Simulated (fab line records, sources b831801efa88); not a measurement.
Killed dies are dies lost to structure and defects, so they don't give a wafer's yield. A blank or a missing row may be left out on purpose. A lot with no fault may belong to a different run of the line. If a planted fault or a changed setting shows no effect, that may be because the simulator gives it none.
A struck lot beside a sound one | flow sky130 | 15 steps out of a route of 708
Sound: wafers L658.2, L658.3, L658.4. Struck: wafers L668.1, L668.2, L668.4. Last of all comes the cause.
Per side, at each step with rows, come the tool, then ch with its chambers, and then its first start. Under that, the readings that differ: sound wafers | struck wafers | difference of the means | sigmas: that difference in standard deviations of wafers without a fault.
alike: a reading whose means differ by less than 2 such deviations, as well as words and numbers matching on both sides. not compared: withheld readings; readings where some wafer has no value; bounds like >300 that might hide an equal value; numbers whose values overlap and for which the record gives no deviation.
The two part at a step that has a row with sigmas, a row that says differs or no value, or rows on one side only. Numbers that have no deviation but don't overlap get no sigmas and don't part them. Lack of a reading on every wafer of one side parts them only where that side has two or more wafers.

first, 3 steps without rows for these wafers: SKY_VT_ADJUST_HVTP_EXPOSE_04 (exposes mask HVTPM, target cd 380 nm); SKY_VT_ADJUST_HVTP_PEB_05; SKY_VT_ADJUST_HVTP_DEVELOP_06 (develop time 60 s).
SKY_VT_ADJUST_HVTP_CD_MEAS_07: the cd target is 380 nm.
  sound on cd sem-02, day 6 09:41; struck on cd sem-01, day 9 00:31
  alike: cd nm
SKY_VT_ADJUST_HVTP_OVL_MEAS_08:
  sound on overlay-02, day 6 09:48; struck on overlay-01, day 9 00:38
  alike: VT_ADJUST_HVTP_OVL
after that, 1 step had no rows for these wafers: SKY_VT_ADJUST_HVTP_IMPLANT_09.
SKY_VT_ADJUST_HVTP_STRIP_10: strips in O2/N2.
  sound on plasma asher-04 ch 0,1, day 6 09:59; struck on plasma asher-01 ch 0,1, day 9 00:49
  alike: drypump motor current A, oes product au, strip time to endpoint s
  not compared: rf hours counter h
SKY_VT_ADJUST_HVTP_TW_MEAS_11:
  sound on film metro-02, day 6 10:05; struck on film metro-02, day 9 00:55
  alike: VT_ADJUST_HVTP_TW
then, 4 steps without rows for these wafers: SKY_VT_ADJUST_LVTN_DEHYDRATE_00 (time 60 s); SKY_VT_ADJUST_LVTN_HMDS_01 (prime time 60 s); SKY_VT_ADJUST_LVTN_COAT_02 (resist thk 3000 nm); SKY_VT_ADJUST_LVTN_SOFTBAKE_03.
SKY_VT_ADJUST_LVTN_EXPOSE_04: exposes mask NWM COMPLEMENT LESS NATIVE, target cd 840 nm.
  sound on iline stepper-01 ch 0, day 6 19:25; struck on iline stepper-01 ch 0, day 9 11:38
  reading                                | sound                   | struck            | difference | sigmas
  model.VT_ADJUST_LVTN.overlay x nm (nm) | -0.4239 -0.4239 -0.4239 | 1.625 1.625 1.625 | +2.049     |
  alike: mask
after that, 1 step had no rows for these wafers: SKY_VT_ADJUST_LVTN_PEB_05.
-- here the record skips 39 days between the struck wafers' starts before and after, leaving off in module VT_ADJUST_LVTN and picking up in module PAD_OPEN (first step shown: number 708 of the route) --
SKY_PAD_OPEN_PROBE_99:
  rows exist in the record for the struck wafers here (prober-02, day 48 06:35), but not for the sound ones

WHERE THEY PART
Within this record, at SKY_PAD_OPEN_PROBE_99 only.

WHY: what had been put in by the simulator
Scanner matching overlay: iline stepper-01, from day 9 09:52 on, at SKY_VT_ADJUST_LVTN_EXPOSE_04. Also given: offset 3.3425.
